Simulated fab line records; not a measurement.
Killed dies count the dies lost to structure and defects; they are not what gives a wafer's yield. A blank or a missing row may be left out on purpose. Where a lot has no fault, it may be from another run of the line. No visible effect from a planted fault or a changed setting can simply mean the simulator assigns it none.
The tool behind it: which one? | flow gf180mcu | 6 lots with 18 wafers sampled at 3 steps, on a route of 602 steps

== WHAT THE GAUGES SHOWED, per wafer ==
GF_NSD_CD_MEAS_07: target cd 400 nm.
lot  | measured     | on        | cd nm (nm)
L769 | day 13 21:20 | cd sem-02 | 399.9 398.7 398.6
L773 | day 15 14:31 | cd sem-01 | 402.7 403.5 401.8
L776 | day 16 00:10 | cd sem-02 | 400.0 400.5 400.3
L788 | day 20 20:28 | cd sem-02 | 400.8 399.3 399.5
L789 | day 21 02:17 | cd sem-02 | 396.3 396.7 396.6

== TOOL THAT RAN EACH LOT (tool first, then ch and the chambers of the sampled wafers, then the start) ==
lot  | GF_VT_IMPLANT_STRIP_31               | GF_HV_LDD_STRIP_49
L769 | plasma asher-02 ch 0,1, day 7 12:07  | plasma asher-04 ch 0,1, day 12 22:56
L773 | plasma asher-01 ch 0,1, day 8 18:35  | plasma asher-04 ch 0,1, day 14 14:32
L776 | plasma asher-01 ch 0,1, day 9 02:19  | plasma asher-03 ch 0,1, day 15 00:04
L783 | plasma asher-02 ch 0,1, day 11 03:52 | plasma asher-02 ch 0,1, day 17 19:41
L788 | plasma asher-04 ch 1, day 12 14:01   | plasma asher-04 ch 0,1, day 19 16:23
L789 | plasma asher-04 ch 0,1, day 13 00:55 | plasma asher-02 ch 0,1, day 19 21:28
- GF_VT_IMPLANT_STRIP_31: strips in O2/N2.
- GF_HV_LDD_STRIP_49: strips in O2/N2.

== THE ANSWER, worked out from the rows above alone ==
Rule: what is usual is taken from the lots themselves. The widest of any qualifying gaps counts: lots, ordered by their means at a reading, are off when they make up no more than a third of the lots, leave a main group of 4 or more, and stand apart from it by 3 or more times the standard deviation of that group's means. The tables above print the reading to a certain number of digits; a main group whose means all agree to those digits is not used. Also off: a lot with no number at a reading for which 4 or more lots have one. The other lots that the step has rows for count as sound.
No lot is off on any of the readings shown, so nothing can be concluded from this.

== WHAT THE SIMULATOR HAD INSERTED ==
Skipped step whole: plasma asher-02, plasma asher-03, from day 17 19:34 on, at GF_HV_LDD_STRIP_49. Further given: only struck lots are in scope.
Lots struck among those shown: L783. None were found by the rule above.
